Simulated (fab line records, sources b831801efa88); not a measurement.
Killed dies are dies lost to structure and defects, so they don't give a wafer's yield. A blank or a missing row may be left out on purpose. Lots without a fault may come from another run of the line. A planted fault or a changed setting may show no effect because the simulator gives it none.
Problem report in the 8D (eight disciplines) form, filled by code | flow gf180mcu | the parts of the form that need people (team, actions taken, sign-off) are left out

1. THE PROBLEM
developer_temp_C at GF_M2_DEVELOP_13 reads a mean of 20.23 C on 6 wafers of 2 lots; wafers without a fault read 21.03 C with a standard deviation of 0.1. That is -8.0 standard deviations from the usual mean.
The step: develop time 60 s.
First seen on wafer L284.3, day 24 08:28, on litho_track-01. The record holds 36 wafers of 12 lots with a number at this step. Rule for "out", or "out of limits": more than 4 standard deviations from the usual mean. The other wafers with a number count as sound.

2. WHAT IT IS AND WHAT IT IS NOT
question                    | is                     | is not
which readings at this step | developer_temp_C       | -
which lots                  | L284, L285             | L271, L272, L273, L274, L275, L276, L277, L278, L279, L282
which wafers of those lots  | all that have a number | -
read on which tools         | litho_track-01         | litho_track-02, litho_track-03
when                        | from day 24 08:28      | up to then (30 sound wafers)

3. SUSPECTS, AND WHAT RULES EACH OUT
Counting: a tool at a process step up to the reading stays a suspect if it ran every lot that is out and no sound lot after the first of them.
- pvd_sputter-01 at GF_M2_SPUTTER_03 (material Ti, target thk 10 nm, time 6.7 s): kept. It ran every lot that is out, first L284 (day 23 09:28), and no sound lot after that; its last sound lot up to then is L276 (day 19 21:30).
- litho_track-01 at GF_M2_DEVELOP_13 (develop time 60 s): kept. It ran every lot that is out, first L284 (day 24 08:28), and no sound lot after that; its last sound lot up to then is L282 (day 23 21:49). Its own readings are out on those wafers: developer_temp_C.
Left after counting: pvd_sputter-01 at GF_M2_SPUTTER_03, litho_track-01 at GF_M2_DEVELOP_13.

4. THE CAUSE (what the simulator had put in)
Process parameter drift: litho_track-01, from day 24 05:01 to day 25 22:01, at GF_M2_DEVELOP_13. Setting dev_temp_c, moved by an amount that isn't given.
Counting left 2 suspects, and this tool is among them.

5. THE CHAIN OF EFFECTS, in route order
Each row: a reading whose mean over the struck wafers that have a number lies more than 3 standard deviations from the usual. Only readings for which the record gives a usual standard deviation are gone through. hours: the time from each lot's start at the first step in this table that gives one to its start at this step, as a median over the lots. sigmas: the change in usual standard deviations.
hours | step             | reading          | usual   | on struck wafers | change | sigmas
0     | GF_M2_DEVELOP_13 | developer_temp_C | 21.03 C | 20.23            | -0.80  | -8.0
The process steps in it:
- GF_M2_DEVELOP_13: develop time 60 s.

6. WHAT WOULD HAVE CAUGHT IT SOONER
In this record the first reading out of limits was taken at day 24 08:28, 3 hours after the fault began at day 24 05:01.
